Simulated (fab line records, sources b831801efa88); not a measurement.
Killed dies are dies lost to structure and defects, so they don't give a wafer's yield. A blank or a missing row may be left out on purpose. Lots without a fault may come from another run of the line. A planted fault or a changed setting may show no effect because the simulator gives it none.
Which tool did it? | flow sky130 | 24 lots, 72 wafers sampled, at 6 steps of a route of 708

WHAT THE GAUGES READ, wafer by wafer
SKY_DNWELL_TW_MEAS_09.
lot  | measured    | on            | DNWELL_TW
L074 | day 3 07:32 | film_metro-01 | 1128 1125 1124
L075 | day 3 08:16 | film_metro-01 | 1125 1125 1127
L076 | day 3 15:47 | film_metro-01 | 1137 1133 1136
L077 | day 3 20:43 | film_metro-04 | 1098 1098 1098
L078 | day 4 01:57 | film_metro-03 | 1085 1084 1080
L079 | day 4 07:40 | film_metro-03 | 1086 1090 1085
L080 | day 4 13:47 | film_metro-01 | 1123 1130 1125
L081 | day 4 20:14 | film_metro-03 | 1098 1093 1090
L082 | day 5 00:11 | film_metro-04 | 1107 1113 1110
L083 | day 5 03:18 | film_metro-04 | 1109 1100 1103
L084 | day 5 10:23 | film_metro-01 | 1122 1126 1118
L085 | day 5 15:08 | film_metro-04 | 1102 1101 1093
L086 | day 5 19:55 | film_metro-01 | 1125 1125 1132
L087 | day 6 01:50 | film_metro-03 | 1100 1098 1094
L088 | day 6 09:26 | film_metro-03 | 1105 1092 1103
L089 | day 6 12:09 | film_metro-03 | 1099 1100 1093
L090 | day 6 15:41 | film_metro-01 | 1119 1125 1121
L091 | day 6 21:03 | film_metro-04 | 1092 1100 1095
L092 | day 7 03:54 | film_metro-03 | 1091 1095 1094
L093 | day 7 11:06 | film_metro-04 | 1100 1097 1096
L094 | day 7 15:43 | film_metro-04 | 1112 1102 1104
L095 | day 7 22:04 | film_metro-01 | 1128 1137 1129
L096 | day 8 02:04 | film_metro-03 | 1098 1096 1102
L097 | day 8 10:21 | film_metro-01 | 1114 1116 1118

SKY_VIA4_OVL_MEAS_11.
lot  | measured     | on         | VIA4_OVL (nm)
L074 | day 43 05:15 | overlay-02 | -0.1 -0.1 2.1
L075 | day 43 06:41 | overlay-02 | -1.8 -0.7 -1.4
L076 | day 43 16:57 | overlay-02 | -0.2 -0.9 -1.2
L077 | day 43 20:32 | overlay-01 | -1.5 -1.9 -0.8
L078 | day 44 02:15 | overlay-02 | 1.3 2.0 2.5
L079 | day 44 21:52 | overlay-01 | 0.4 0.3 0.8
L080 | day 45 01:41 | overlay-01 | 0.6 1.6 1.6
L081 | day 45 04:59 | overlay-01 | -0.2 -0.8 0.2
L082 | day 45 11:00 | overlay-02 | 0.4 4.3 3.3
L083 | day 45 19:27 | overlay-01 | -0.9 -0.2 -1.2
L084 | day 45 20:58 | overlay-02 | 0.2 2.0 1.8
L085 | day 46 00:20 | overlay-02 | 2.1 1.7 3.2
L086 | day 46 08:00 | overlay-02 | -0.7 -0.1 -1.1
L087 | day 46 13:24 | overlay-01 | 2.3 -0.2 2.1
L088 | day 46 23:14 | overlay-02 | -0.1 0.0 0.2
L089 | day 47 00:57 | overlay-02 | 2.0 0.7 1.5
L090 | day 47 01:10 | overlay-02 | 1.3 0.3 -0.2
L091 | day 47 08:41 | overlay-02 | 0.1 1.6 0.2
L092 | day 47 19:51 | overlay-02 | -0.3 0.6 1.5
L093 | day 48 05:35 | overlay-02 | 0.8 0.6 0.1
L094 | day 48 04:12 | overlay-01 | -0.1 -0.7 0.2
L095 | day 48 14:57 | overlay-02 | 2.4 0.5 2.0
L096 | day 48 20:01 | overlay-01 | 3.0 0.4 0.1
L097 | day 48 20:32 | overlay-01 | 1.0 1.5 0.7

SKY_PAD_OPEN_BOW_MEAS_13.
lot  | measured     | on            | PAD_OPEN_BOW (um)
L074 | day 46 05:03 | film_metro-02 | 37 46 48
L075 | day 46 06:01 | film_metro-02 | 57 60 61
L076 | day 46 15:56 | film_metro-02 | 63 57 63
L077 | day 46 17:44 | film_metro-03 | 38 44 39
L078 | day 47 00:25 | film_metro-01 | 59 67 48
L079 | day 47 16:02 | film_metro-03 | 58 51 55
L080 | day 47 21:44 | film_metro-01 | 59 56 49
L081 | day 48 00:13 | film_metro-03 | 28 30 43
L082 | day 48 06:24 | film_metro-03 | 36 39 31
L083 | day 48 12:29 | film_metro-02 | 47 52 49
L084 | day 48 14:02 | film_metro-02 | 62 49 41
L085 | day 48 17:37 | film_metro-02 | 36 34 42
L086 | day 49 00:34 | film_metro-03 | 44 40 49
L087 | day 49 04:07 | film_metro-02 | 57 60 59
L088 | day 49 12:01 | film_metro-03 | 51 61 60
L089 | day 49 14:51 | film_metro-03 | 40 44 33
L090 | day 49 15:16 | film_metro-03 | 49 57 42
L091 | day 49 23:14 | film_metro-03 | 37 51 37
L092 | day 50 05:45 | film_metro-02 | 26 40 52
L093 | day 50 15:57 | film_metro-01 | 49 44 58
L094 | day 50 13:39 | film_metro-03 | 51 40 54
L095 | day 50 23:22 | film_metro-02 | 45 50 52
L096 | day 51 00:53 | film_metro-03 | 57 58 54
L097 | day 51 02:41 | film_metro-02 | 38 34 57

WHICH TOOL RAN EACH LOT (tool, then ch and the chambers of the sampled wafers, then the start)
lot  | SKY_VIA2_ETCH_14                   | SKY_VIA2_SPUTTER_20          | SKY_VIA3_ETCH_14
L074 | rie_diel-04 ch 0,1,3, day 36 14:56 | pvd_sputter-04, day 36 15:59 | rie_diel-02 ch 0,1,2, day 40 00:29
L075 | rie_diel-04 ch 0,1,3, day 36 17:12 | pvd_sputter-04, day 36 17:59 | rie_diel-01 ch 1,2, day 40 02:27
L076 | rie_diel-03 ch 0,2, day 37 05:06   | pvd_sputter-03, day 37 05:48 | rie_diel-03 ch 0,1, day 40 13:41
L077 | rie_diel-01 ch 0,2, day 37 13:18   | pvd_sputter-04, day 37 14:01 | rie_diel-03 ch 0,1,3, day 40 20:21
L078 | rie_diel-04 ch 0,3, day 37 16:47   | pvd_sputter-04, day 37 17:32 | rie_diel-02 ch 1,3, day 40 23:54
L079 | rie_diel-01 ch 1,2, day 38 16:59   | pvd_sputter-02, day 38 17:46 | rie_diel-01 ch 1,2, day 41 21:36
L080 | rie_diel-04 ch 0,2,3, day 38 19:48 | pvd_sputter-02, day 38 20:32 | rie_diel-01 ch 0,1, day 42 01:08
L081 | rie_diel-01 ch 1,2,3, day 38 21:21 | pvd_sputter-04, day 38 22:03 | rie_diel-03 ch 0,1,2, day 42 03:39
L082 | rie_diel-03 ch 1,2, day 39 07:07   | pvd_sputter-04, day 39 07:51 | rie_diel-03 ch 2,3, day 42 12:33
L083 | rie_diel-04 ch 0,1,2, day 39 14:41 | pvd_sputter-04, day 39 15:28 | rie_diel-03 ch 0,2,3, day 42 19:21
L084 | rie_diel-04 ch 1,2,3, day 39 18:23 | pvd_sputter-02, day 39 19:07 | rie_diel-02 ch 0,2,3, day 42 22:01
L085 | rie_diel-01 ch 1,2,3, day 39 21:50 | pvd_sputter-03, day 39 22:32 | rie_diel-02 ch 0,3, day 43 01:25
L086 | rie_diel-04 ch 0,1,3, day 40 05:51 | pvd_sputter-03, day 40 06:38 | rie_diel-02 ch 0,1,2, day 43 09:08
L087 | rie_diel-01 ch 2,3, day 40 12:32   | pvd_sputter-02, day 40 13:14 | rie_diel-02 ch 0,2, day 43 15:39
L088 | rie_diel-04 ch 1,2,3, day 41 00:47 | pvd_sputter-02, day 41 01:50 | rie_diel-02 ch 0,2,3, day 44 02:51
L089 | rie_diel-03 ch 0,3, day 41 01:50   | pvd_sputter-04, day 41 02:32 | rie_diel-01 ch 2,3, day 44 04:14
L090 | rie_diel-04 ch 2,3, day 41 02:11   | pvd_sputter-04, day 41 02:56 | rie_diel-03 ch 2,3, day 44 05:12
L091 | rie_diel-01 ch 0,3, day 41 10:20   | pvd_sputter-04, day 41 11:04 | rie_diel-01 ch 0,1, day 44 12:42
L092 | rie_diel-04 ch 0,1,2, day 42 00:12 | pvd_sputter-04, day 42 00:58 | rie_diel-03 ch 2,3, day 45 01:18
L093 | rie_diel-01 ch 0,1,2, day 42 11:20 | pvd_sputter-04, day 42 12:05 | rie_diel-02 ch 0,1,2, day 45 11:41
L094 | rie_diel-03 ch 0,2,3, day 42 10:39 | pvd_sputter-03, day 42 11:23 | rie_diel-01 ch 0,1, day 45 09:42
L095 | rie_diel-03 ch 0,2,3, day 42 22:11 | pvd_sputter-02, day 42 22:53 | rie_diel-01 ch 1,3, day 45 22:27
L096 | rie_diel-03 ch 1,2,3, day 43 00:48 | pvd_sputter-03, day 43 01:31 | rie_diel-01 ch 1,2, day 46 00:48
L097 | rie_diel-04 ch 0,1,2, day 43 07:39 | pvd_sputter-02, day 43 08:21 | rie_diel-03 ch 0,1,2, day 46 05:39
- SKY_VIA2_ETCH_14: etches BARC in N2/H2, stops on SiO2, time 45.9 s, target depth 60 nm.
- SKY_VIA2_SPUTTER_20: material TiN, target thk 20 nm, time 80 s.
- SKY_VIA3_ETCH_14: etches BARC in N2/H2, stops on SiO2, time 45.9 s, target depth 60 nm.

WHAT THE TOOLS THEMSELVES READ (means of the sampled wafers that have a number; where no wafer has one, the mark that the record gives instead)
SKY_VIA2_ETCH_14.
lot  | tool        | drypump_motor_current_A (A) | oes_product_au (a.u.) | throttle_valve_pct (%)
L074 | rie_diel-04 | 5.8                         | 0.858                 | 13.224
L075 | rie_diel-04 | 5.8                         | 0.857                 | 13.233
L076 | rie_diel-03 | 5.6                         | 0.853                 | 13.228
L077 | rie_diel-01 | 5.7                         | 0.850                 | 13.224
L078 | rie_diel-04 | 6.0                         | 0.857                 | 13.226
L079 | rie_diel-01 | 5.1                         | 0.855                 | 13.220
L080 | rie_diel-04 | 6.0                         | 0.855                 | 13.222
L081 | rie_diel-01 | 5.3                         | 0.854                 | 13.226
L082 | rie_diel-03 | 5.8                         | 0.850                 | 13.222
L083 | rie_diel-04 | 5.7                         | 0.851                 | 13.224
L084 | rie_diel-04 | 6.1                         | 0.858                 | 13.222
L085 | rie_diel-01 | 5.4                         | 0.857                 | 13.219
L086 | rie_diel-04 | 5.8                         | 0.850                 | 13.220
L087 | rie_diel-01 | 5.6                         | 0.861                 | 13.220
L088 | rie_diel-04 | 6.1                         | 0.860                 | 13.215
L089 | rie_diel-03 | 5.9                         | 0.851                 | 13.224
L090 | rie_diel-04 | 6.3                         | 0.849                 | 13.221
L091 | rie_diel-01 | 5.5                         | 0.852                 | 13.224
L092 | rie_diel-04 | 5.7                         | 0.855                 | 13.231
L093 | rie_diel-01 | 5.4                         | 0.854                 | 13.228
L094 | rie_diel-03 | 5.9                         | 0.851                 | 13.225
L095 | rie_diel-03 | 5.9                         | 0.857                 | 13.231
L096 | rie_diel-03 | 6.1                         | 0.853                 | 13.226
L097 | rie_diel-04 | 5.8                         | 0.856                 | 13.214

SKY_VIA2_SPUTTER_20.
lot  | tool           | throttle_valve_pct (%)
L074 | pvd_sputter-04 | 29.8
L075 | pvd_sputter-04 | 30.4
L076 | pvd_sputter-03 | 29.5
L077 | pvd_sputter-04 | 30.5
L078 | pvd_sputter-04 | 30.4
L079 | pvd_sputter-02 | 30.1
L080 | pvd_sputter-02 | 29.0
L081 | pvd_sputter-04 | 30.7
L082 | pvd_sputter-04 | 31.3
L083 | pvd_sputter-04 | 30.6
L084 | pvd_sputter-02 | 29.3
L085 | pvd_sputter-03 | 30.0
L086 | pvd_sputter-03 | 29.9
L087 | pvd_sputter-02 | 29.4
L088 | pvd_sputter-02 | 29.8
L089 | pvd_sputter-04 | 29.7
L090 | pvd_sputter-04 | 30.6
L091 | pvd_sputter-04 | 29.7
L092 | pvd_sputter-04 | 30.6
L093 | pvd_sputter-04 | 29.8
L094 | pvd_sputter-03 | 28.6
L095 | pvd_sputter-02 | 29.2
L096 | pvd_sputter-03 | 29.5
L097 | pvd_sputter-02 | 29.5

SKY_VIA3_ETCH_14.
lot  | tool        | drypump_motor_current_A (A) | oes_product_au (a.u.) | throttle_valve_pct (%)
L074 | rie_diel-02 | 5.6                         | 0.853                 | 13.220
L075 | rie_diel-01 | 5.5                         | 0.852                 | 13.217
L076 | rie_diel-03 | 5.2                         | 0.853                 | 13.226
L077 | rie_diel-03 | 5.6                         | 0.855                 | 13.226
L078 | rie_diel-02 | 5.1                         | 0.856                 | 13.232
L079 | rie_diel-01 | 5.5                         | 0.851                 | 13.218
L080 | rie_diel-01 | 5.3                         | 0.854                 | 13.226
L081 | rie_diel-03 | 5.7                         | 0.854                 | 13.223
L082 | rie_diel-03 | 6.5                         | 0.857                 | 13.226
L083 | rie_diel-03 | 5.9                         | 0.853                 | 13.237
L084 | rie_diel-02 | 5.6                         | 0.851                 | 13.222
L085 | rie_diel-02 | 5.4                         | 0.853                 | 13.220
L086 | rie_diel-02 | 5.6                         | 0.857                 | 13.222
L087 | rie_diel-02 | 5.8                         | 0.859                 | 13.224
L088 | rie_diel-02 | 5.6                         | 0.856                 | 13.220
L089 | rie_diel-01 | 5.7                         | 0.852                 | 13.229
L090 | rie_diel-03 | 6.4                         | 0.852                 | 13.223
L091 | rie_diel-01 | 5.3                         | 0.859                 | 13.226
L092 | rie_diel-03 | 6.5                         | 0.856                 | 13.222
L093 | rie_diel-02 | 5.6                         | 0.851                 | 13.220
L094 | rie_diel-01 | 5.3                         | 0.854                 | 13.226
L095 | rie_diel-01 | 5.2                         | 0.853                 | 13.223
L096 | rie_diel-01 | 5.4                         | 0.855                 | 13.218
L097 | rie_diel-03 | 5.7                         | 0.852                 | 13.230

THE ANSWER, worked out from the rows above alone
Rule: what is usual is taken from the lots themselves. Put in order of their means at a reading, lots are off if they are a third of the lots or fewer, leave a main group of 4 or more, and stand apart from it by a gap of 3 or more times the standard deviation of the main group's means; of several such gaps the widest counts. A main group whose means are all the same, to the digits that the tables above print for the reading, isn't used. A lot without any number at a reading at which 4 lots or more have one is off too. The other lots that the step has rows for count as sound. The gauges are gone through in route order, then the tools' own readings, and for those a lot's mean is taken as printed above. The first step at which some lot is off is used, and at that step the reading that is off furthest; a lot without a number counts as furthest.
No lot is off at any reading shown: from this, nothing can be told.

WHAT THE SIMULATOR HAD PUT IN
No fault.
